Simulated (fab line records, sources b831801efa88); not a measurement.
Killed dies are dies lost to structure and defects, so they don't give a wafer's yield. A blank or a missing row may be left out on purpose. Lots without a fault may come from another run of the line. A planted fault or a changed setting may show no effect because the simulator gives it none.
Split-lot experiment | flow sfq_line | 5 lots, 23 wafers read, on a route of 325 steps

THE SPLIT
At SFQ_TRILAYER_JJ_TRILAYER_DEP_SPUTTER_109 (material Nb, target thk 150 nm, time 100 s), the setting power_w was moved away from the recipe's 2000 W on 9 of the 23 wafers read, by -7.8% to +4.2%. The other wafers ran this setting at the recipe's value.

FROM THE SPLIT TO THE READING: what the file shows between them, 11 steps
- SFQ_TRILAYER_JJ_TRILAYER_DEP_SPUTTER_112: material Nb, target thk 170 nm, time 113.3 s (also split here: time_s)
- SFQ_JJ_RS_MEAS_929: measures by four-point-probe
- SFQ_TRILAYER_JJ_CE_LITHO_PEB_117: peb time 60 s (also split here: peb_temp_c)
- SFQ_TRILAYER_JJ_CE_LITHO_DEVELOP_116: time 60 s
- SFQ_TRILAYER_JJ_CE_METRO_MEASURE_117
- SFQ_TRILAYER_JJ_CE_BARC_OPEN_RIE_150: chemistry O2, target BARC, target depth 240 nm, time 80 s
- SFQ_TRILAYER_M5_LITHO_COAT_128: resist thk 62 nm (also split here: spin_rpm)
- SFQ_TRILAYER_M5_LITHO_COAT_123: resist thk 600 nm (also split here: spin_rpm)
- SFQ_TRILAYER_M5_LITHO_SOFTBAKE_127
- SFQ_TRILAYER_M5_LITHO_EXPOSE_124: exposes mask M5, target cd 700 nm
- SFQ_TRILAYER_M5_BARC_OPEN_METAL_ETCH_161: etches BARC in O2, target depth 125 nm, time 41.7 s

THE READING
oes_product_au, in a.u., at SFQ_TRILAYER_M5_ETCH_METAL_ETCH_126 (etches Nb in Cl2/BCl3, stops on SiO2, time 203.2 s, target depth 265 nm). Fault-free wafers of this fab line usually give 0.727 a.u., standard deviation 0.0061 a.u..

wafer  | tool, chamber at the split | power_w as run, W | against the recipe | oes_product_au, a.u. | against lot-mates on the recipe
L074.2 | pvd_sputter-03, -          | 2065              | +3.2%              | 0.738                | +0.010
L074.3 | pvd_sputter-03, -          | 2000              | recipe             | 0.730                | -
L074.4 | pvd_sputter-03, -          | 2000              | recipe             | 0.727                | -
L074.5 | pvd_sputter-03, -          | 2065              | +3.2%              | 0.742                | +0.014
L074.6 | pvd_sputter-03, -          | 2000              | recipe             | 0.727                | -
L075.1 | pvd_sputter-06, -          | 2000              | recipe             | 0.723                | -
L075.3 | pvd_sputter-06, -          | 1908              | -4.6%              | 0.717                | -0.006
L075.4 | pvd_sputter-06, -          | 1908              | -4.6%              | 0.706                | -0.017
L075.5 | pvd_sputter-06, -          | 2000              | recipe             | 0.722                | -
L075.6 | pvd_sputter-06, -          | 2000              | recipe             | 0.724                | -
L078.1 | pvd_sputter-03, -          | 2000              | recipe             | 0.724                | -
L078.2 | pvd_sputter-03, -          | 2000              | recipe             | 0.732                | -
L078.6 | pvd_sputter-03, -          | 2000              | recipe             | 0.729                | -
L080.1 | pvd_sputter-03, -          | 1845              | -7.8%              | 0.702                | -0.025
L080.2 | pvd_sputter-03, -          | 1845              | -7.8%              | 0.694                | -0.033
L080.4 | pvd_sputter-03, -          | 2000              | recipe             | 0.729                | -
L080.5 | pvd_sputter-03, -          | 2000              | recipe             | 0.726                | -
L080.6 | pvd_sputter-03, -          | 2000              | recipe             | 0.725                | -
L084.1 | pvd_sputter-03, -          | 2000              | recipe             | 0.731                | -
L084.3 | pvd_sputter-03, -          | 2084              | +4.2%              | 0.742                | +0.009
L084.4 | pvd_sputter-03, -          | 2084              | +4.2%              | 0.745                | +0.012
L084.5 | pvd_sputter-03, -          | 2000              | recipe             | 0.735                | -
L084.6 | pvd_sputter-03, -          | 2084              | +4.2%              | 0.739                | +0.006

THE FIT
A straight line over all 23 wafers: oes_product_au changes by +0.00367 a.u. for each +1% of power_w; r = +0.95; the points scatter about the line by 0.0038 a.u..
The same after taking each lot's own level away (the mean of its wafers on the recipe; 23 wafers): +0.00312 a.u. for each +1%; r = +0.94; scatter 0.0037 a.u..
On that fit, the largest move of power_w shifts the reading by 0.024 a.u..
The lots' own levels span 0.7230 to 0.7330 a.u., that is 1.6 times the standard deviation above.
So the lot-to-lot level changes the slope: the two fits differ.
Check: with one of the wafers moved furthest among these (-7.8%) left out of the fit, the line predicts -0.0247 a.u. for it against its lot-mates. It came out at -0.0247 a.u. against them.

OTHER SPLITS ON THESE WAFERS
These wafers also went through other splits before the reading. Each is held against what the fit with the lots' levels taken away leaves over:
other split on the same wafers                    | wafers away from the commonest value | r with oes_product_au (lot level and that fit taken away)
SFQ_TRILAYER_I4_VIA_BARC_OPEN_VIA_ETCH_146 time_s | 6                                    | -0.01
SFQ_TRILAYER_JJ_TRILAYER_DEP_SPUTTER_112 time_s   | 5                                    | +0.38
SFQ_TRILAYER_JJ_CE_LITHO_PEB_117 peb_temp_c       | 5                                    | +0.12
SFQ_TRILAYER_M5_LITHO_COAT_128 spin_rpm           | 5                                    | +0.08
SFQ_TRILAYER_M5_LITHO_COAT_123 spin_rpm           | 7                                    | +0.15

THE WHOLE CHAIN: every reading that the file lists as answering this split, in the file's order
step                                     | what it does                                                            | reading                                                                                            | change (the file's fit)                   | r (the file's)
SFQ_TRILAYER_JJ_TRILAYER_DEP_SPUTTER_109 | material Nb, target thk 150 nm, time 100 s                              | Nb_of_TRILAYER_JJ_TRILAYER_DEP_SPUTTER_109.thk_nm (the simulator's own value, which no gauge read) | +1.36 nm for each +1% of the setting      | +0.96
SFQ_TRILAYER_M5_ETCH_METAL_ETCH_126      | etches Nb in Cl2/BCl3, stops on SiO2, time 203.2 s, target depth 265 nm | oes_product_au                                                                                     | +0.00324 a.u. for each +1% of the setting | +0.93
SFQ_TRILAYER_M5_ETCH_METAL_ETCH_126      | etches Nb in Cl2/BCl3, stops on SiO2, time 203.2 s, target depth 265 nm | M5.feature_depth_nm (the simulator's own value, which no gauge read)                               | +1.36 nm for each +1% of the setting      | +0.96

THE FILE'S OWN FIT
oes_product_au changes by +0.00324 a.u. for each +1% of power_w, r = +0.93.
